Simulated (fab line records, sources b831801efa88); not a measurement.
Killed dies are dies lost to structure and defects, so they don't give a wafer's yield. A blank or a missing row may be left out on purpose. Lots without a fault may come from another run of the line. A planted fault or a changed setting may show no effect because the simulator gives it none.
Which tool did it? | flow gf180mcu | 7 lots, 21 wafers sampled, at 2 steps of a route of 602

WHAT THE GAUGES READ, wafer by wafer
GF_MVPSD_TW_MEAS_11.
lot  | measured     | on            | MVPSD_TW
L211 | day 5 12:07  | film_metro-03 | 557.4 555.0 556.3
L213 | day 5 22:41  | film_metro-03 | 557.7 554.7 554.9
L217 | day 6 22:25  | film_metro-04 | 524.6 525.9 520.2 524.9 520.9 524.9
L223 | day 8 15:20  | film_metro-04 | 557.0 556.4 557.0
L224 | day 9 02:07  | film_metro-04 | 560.9 561.4 560.6
L228 | day 9 17:32  | film_metro-04 | 561.5 557.3 561.9
L230 | day 10 14:33 | film_metro-03 | 561.2 558.6 557.9

WHICH TOOL RAN EACH LOT (tool, then ch and the chambers of the sampled wafers, then the start)
lot  | GF_MVPSD_IMPLANT_09
L211 | implanter-02 ch 0, day 5 11:52
L213 | implanter-01 ch 0, day 5 22:28
L217 | implanter-01, day 6 22:11
L223 | implanter-04 ch 0, day 8 15:05
L224 | implanter-01 ch 0, day 9 01:52
L228 | implanter-01 ch 0, day 9 17:19
L230 | implanter-04 ch 0, day 10 14:19
- GF_MVPSD_IMPLANT_09

THE ANSWER, worked out from the rows above alone
Rule: what is usual is taken from the lots themselves. Put in order of their means at a reading, lots are off if they are a third of the lots or fewer, leave a main group of 4 or more, and stand apart from it by a gap of 3 or more times the standard deviation of the main group's means; of several such gaps the widest counts. A main group whose means are all the same, to the digits that the tables above print for the reading, isn't used. A lot without any number at a reading at which 4 lots or more have one is off too. The other lots that the step has rows for count as sound.
Off: L217, at GF_MVPSD_TW_MEAS_11 (MVPSD_TW). The main group: mean 558.2, standard deviation 2.
A tool fits if, at a process step before that reading, it ran every lot that is off, and no sound lot after the first of them. The gauges at GF_MVPSD_TW_MEAS_11 are tried like those tools. None of those tried fits.

WHAT THE SIMULATOR HAD PUT IN
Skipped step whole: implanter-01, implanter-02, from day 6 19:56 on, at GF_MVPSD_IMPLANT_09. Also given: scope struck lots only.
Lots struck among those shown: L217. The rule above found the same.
